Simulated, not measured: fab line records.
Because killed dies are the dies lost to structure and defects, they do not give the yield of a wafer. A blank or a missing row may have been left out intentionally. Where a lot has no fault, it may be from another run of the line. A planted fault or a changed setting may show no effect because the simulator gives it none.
Problem report in the 8D (eight disciplines) form, filled by code + flow sky130 + the parts of the form that need people (team, actions taken, sign-off) are left out

1. WHAT WENT WRONG
Wafers without a fault read 381 nm, standard deviation 3.1; cdNm at SKY_SD_N_CD_MEAS_07 reads a mean of 421 nm on 6 wafers belonging to 2 lots. That is +13 standard deviations from the usual mean.
The step: target cd 380 nm.
First seen on wafer L402.1, day 30 03:22, on cdSem-02. The record holds 39 wafers of 13 lots with a number at this step. Rule for "out", or "out of limits": more than 4 standard deviations from the usual mean. The other wafers with a number count as sound.

2. WHAT IT IS AND WHAT IT IS NOT
| question                    | is                     | is not                                                                                                                    |
|-----------------------------|------------------------|---------------------------------------------------------------------------------------------------------------------------|
| which readings at this step | cdNm                   | -                                                                                                                         |
| which lots                  | L401, L402             | L398, L400, L405, L407, L413, L415, L416, L417, L418, L419, L420                                                          |
| which wafers of those lots  | all that have a number | -                                                                                                                         |
| read on which gauges        | cdSem-01, cdSem-02     | -                                                                                                                         |
| when                        | from day 30 03:22      | up to then (3 sound wafers); but 30 sound wafers of L400, L405, L407, L413, L415, L416, L417, L418, L419, L420 came after |

3. WHAT RULES OUT EACH SUSPECT
Counting: a tool stays on the suspect list if, at a process step up to the reading, it processed all lots that are out and no sound lot following the first of them.
- ruled out: the gauge at SKY_SD_N_CD_MEAS_07. 2 gauges (cdSem-01, cdSem-02) read the wafers that are out.
- lithoTrack-03 at SKY_SD_N_COAT_02 (resist thk 1140 nm): ruled out as a lasting fault. The sound lots L413, L415, L418 went through it after L402, its earliest lot that is out (day 29 13:04).
Left after counting: nothing in the record.

4. THE CAUSE (what the simulator had put in)
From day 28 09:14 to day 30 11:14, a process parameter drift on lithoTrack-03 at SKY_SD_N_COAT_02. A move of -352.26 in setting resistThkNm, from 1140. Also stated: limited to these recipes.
The count ruled it out by mistake, since the rule takes a fault to strike every lot its tool runs from the start of the fault on, and this one did not do so.

5. SEQUENCE OF EFFECTS, ordered by route
Each row: a reading where the mean over the struck wafers with a number is more than 3 standard deviations away from the usual. Only readings whose record carries a usual standard deviation are examined. hours: median over the lots of the time between each lot's start at the first step of this table that gives one and its start at this step. sigmas: the change, counted in usual standard deviations.
| hours | step                | reading              | usual      | on struck wafers | change | sigmas      |
|-------|---------------------|----------------------|------------|------------------|--------|-------------|
| 0     | SKY_SD_N_CD_MEAS_07 | cdNm                 | 381 nm     | 421              | +40    | +13         |
| 0     | SKY_SD_N_STRIP_11   | oesProductAu         | 0.528 a.u. | 0.483            | -0.045 | -10         |
| 0     | SKY_SD_N_STRIP_11   | stripTimeToEndpointS | 22.56 s    | 18.54            | -4.02  | -99 or more |
Here are the process steps it includes:
- SKY_SD_N_STRIP_11: strips in O2/N2.
Later measuring or inspecting steps at which every struck wafer that the step has a row for has a number for every such reading, and none has moved that far: SKY_SD_N_OVL_MEAS_08, SKY_LI_CONTACT_THK_MEAS_01.

6. WHAT WOULD HAVE CAUGHT IT SOONER
In this record the first reading out of limits at a measuring or inspecting step was taken at day 30 03:22, 42 hours after the fault began at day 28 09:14.
